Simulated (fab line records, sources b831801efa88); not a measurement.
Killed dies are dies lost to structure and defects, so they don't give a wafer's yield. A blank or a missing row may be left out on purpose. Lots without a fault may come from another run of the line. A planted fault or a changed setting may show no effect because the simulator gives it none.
Which tool did it? | flow sky130 | 7 lots, 21 wafers sampled, at 1 step of a route of 708

WHAT THE GAUGES READ, wafer by wafer
SKY_GATE_OXIDE_OVL_MEAS_10.
lot  | measured     | on         | GATE_OXIDE_OVL (nm)
L513 | day 13 22:18 | overlay-02 | 1.8 1.1 1.3
L516 | day 14 18:36 | overlay-01 | -0.1 -0.3 -0.3
L518 | day 16 01:30 | overlay-01 | 0.1 -2.1 -0.2
L522 | day 17 08:00 | overlay-02 | 1.5 2.5 2.3
L525 | day 18 14:09 | overlay-02 | 2.3 2.5 2.8
L527 | day 19 13:13 | overlay-02 | -0.2 0.0 0.7
L535 | day 22 14:37 | overlay-02 | -0.7 0.3 0.6

WHICH TOOL RAN EACH LOT (tool, then ch and the chambers of the sampled wafers, then the start)
The record holds no process step before these readings.

THE ANSWER, worked out from the rows above alone
Rule: what is usual is taken from the lots themselves. Put in order of their means at a reading, lots are off if they are a third of the lots or fewer, leave a main group of 4 or more, and stand apart from it by a gap of 3 or more times the standard deviation of the main group's means; of several such gaps the widest counts. A main group whose means are all the same, to the digits that the tables above print for the reading, isn't used. A lot without any number at a reading at which 4 lots or more have one is off too. The other lots that the step has rows for count as sound.
No lot is off at any reading shown: from this, nothing can be told.

WHAT THE SIMULATOR HAD PUT IN
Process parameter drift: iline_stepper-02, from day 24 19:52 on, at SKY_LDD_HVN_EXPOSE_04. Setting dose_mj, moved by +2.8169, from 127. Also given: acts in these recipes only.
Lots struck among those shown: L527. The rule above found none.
